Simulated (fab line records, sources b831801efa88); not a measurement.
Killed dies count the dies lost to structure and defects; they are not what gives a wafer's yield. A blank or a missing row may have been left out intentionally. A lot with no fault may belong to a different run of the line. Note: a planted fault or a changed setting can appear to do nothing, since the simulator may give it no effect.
Which tool was responsible? + flow sfq line + 14 lots, 42 wafers sampled, at 2 steps of a route of 325

WHAT THE GAUGES SHOWED, per wafer
The record lacks any reading of a measuring or inspecting step that a usual standard deviation could be used to judge.

EACH LOT AND THE TOOL THAT RAN IT (in order: tool; ch and the chambers of the sampled wafers; start)
| lot  | SFQ_TRILAYER_L0_STRIP_STRIP_009  | SFQ_TRILAYER_C5_LITHO_PEB_154     |
|------|----------------------------------|-----------------------------------|
| L393 | rie metal-01 ch 1, day 3 21:35   | litho track-04 ch 0, day 62 01:35 |
| L394 | rie metal-03 ch 0, day 3 22:59   | litho track-04 ch 0, day 65 04:29 |
| L396 | rie metal-01 ch 0,1, day 4 00:53 | litho track-01 ch 0, day 68 17:47 |
| L397 | rie metal-04 ch 0,1, day 4 02:17 | litho track-01 ch 0, day 68 22:10 |
| L399 | rie metal-04 ch 0,1, day 4 04:41 | litho track-03 ch 0, day 76 10:45 |
| L402 | rie metal-03 ch 0, day 4 08:11   | litho track-01 ch 0, day 77 11:53 |
| L403 | rie metal-01 ch 0,1, day 4 09:29 | litho track-03 ch 0, day 77 13:08 |
| L405 | rie metal-01 ch 0,1, day 4 12:53 | litho track-03 ch 0, day 77 19:05 |
| L408 | rie metal-01 ch 0,1, day 7 23:32 | litho track-03, day 78 03:29      |
| L409 | rie metal-01 ch 0,1, day 8 09:16 | litho track-03, day 78 08:17      |
| L411 | rie metal-04 ch 0,1, day 8 16:28 | litho track-01 ch 0, day 78 11:53 |
| L412 | rie metal-04 ch 0,1, day 8 20:04 | litho track-01 ch 0, day 78 14:17 |
| L414 | rie metal-01 ch 0, day 9 12:36   | litho track-01 ch 0, day 79 15:01 |
| L415 | rie metal-01 ch 0,1, day 9 19:41 | litho track-01 ch 0, day 79 19:39 |
- SFQ_TRILAYER_L0_STRIP_STRIP_009: strips in O2.
- SFQ_TRILAYER_C5_LITHO_PEB_154: peb time 60 s.

AS READ BY THE TOOLS THEMSELVES (means over the sampled wafers that have a number; for cases with no such wafer, the mark the record gives instead)
SFQ_TRILAYER_L0_STRIP_STRIP_009.
| lot  | tool         | drypump motor current A (A) | oes product au (a.u.) |
|------|--------------|-----------------------------|-----------------------|
| L393 | rie metal-01 | 5.5                         | 1.008                 |
| L394 | rie metal-03 | 5.4                         | 0.996                 |
| L396 | rie metal-01 | 5.6                         | 0.998                 |
| L397 | rie metal-04 | 6.1                         | 1.008                 |
| L399 | rie metal-04 | 6.1                         | 1.008                 |
| L402 | rie metal-03 | 5.4                         | 1.000                 |
| L403 | rie metal-01 | 5.6                         | 1.006                 |
| L405 | rie metal-01 | 5.6                         | 1.008                 |
| L408 | rie metal-01 | 5.6                         | 1.004                 |
| L409 | rie metal-01 | 5.5                         | 1.003                 |
| L411 | rie metal-04 | 6.1                         | 1.007                 |
| L412 | rie metal-04 | 6.1                         | 1.005                 |
| L414 | rie metal-01 | 5.9                         | 1.013                 |
| L415 | rie metal-01 | 5.7                         | 1.007                 |

SFQ_TRILAYER_C5_LITHO_PEB_154.
| lot  | tool           | chill plate temp C (C) | exhaust pa (Pa) |
|------|----------------|------------------------|-----------------|
| L393 | litho track-04 | 23.07                  | 45.5            |
| L394 | litho track-04 | 23.00                  | 44.4            |
| L396 | litho track-01 | 22.91                  | 44.6            |
| L397 | litho track-01 | 23.00                  | 44.6            |
| L399 | litho track-03 | 23.10                  | 45.1            |
| L402 | litho track-01 | 22.94                  | 45.4            |
| L403 | litho track-03 | 23.05                  | 45.0            |
| L405 | litho track-03 | 23.05                  | 44.8            |
| L408 | litho track-03 | -                      | -               |
| L409 | litho track-03 | -                      | -               |
| L411 | litho track-01 | 22.96                  | 45.8            |
| L412 | litho track-01 | 23.09                  | 45.8            |
| L414 | litho track-01 | 22.88                  | 44.0            |
| L415 | litho track-01 | 23.01                  | 45.9            |

THE ANSWER, worked out from the rows above alone
Rule: what is usual is taken from the lots themselves. The widest of any qualifying gaps counts: lots, ordered by their means at a reading, are off when they make up no more than a third of the lots, leave a main group of 4 or more, and stand apart from it by 3 or more times the standard deviation of that group's means. Not used: any main group whose means are identical at the precision the tables above print for the reading. Also off: a lot with no number at a reading for which 4 or more lots have one. Any other lot the step has rows for is counted as sound. Order of review: gauges by route order, followed by the tools' own readings, for which a lot's mean as printed above is used. The first step at which some lot is off is used, and at that step the reading that is off furthest; a lot without a number counts as furthest.
Off: L408, L409, at SFQ_TRILAYER_C5_LITHO_PEB_154 (chill plate temp C). Without a number there: L408, L409. For the main group the mean is 23.00 C and the standard deviation 0.068.
If a tool, at that step or one of the process steps before it, ran each lot that is off and ran no sound lot following the first of them, it fits. One fits: litho track-03 at SFQ_TRILAYER_C5_LITHO_PEB_154. Its last sound lot is L405 (day 77 19:05), its first lot that is off L408 (day 78 03:29): a fault that began between those two fits.
Blank at SFQ_TRILAYER_C5_LITHO_PEB_154 on the lots that are off, where sound lots have numbers: chill plate temp C, exhaust pa.

WHAT THE SIMULATOR HAD PUT IN
Entire step skipped (litho track-03, SFQ_TRILAYER_C5_LITHO_PEB_154), from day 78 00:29 onward. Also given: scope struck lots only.
Shown lots that were struck: L408, L409. This agrees with what the rule above found.
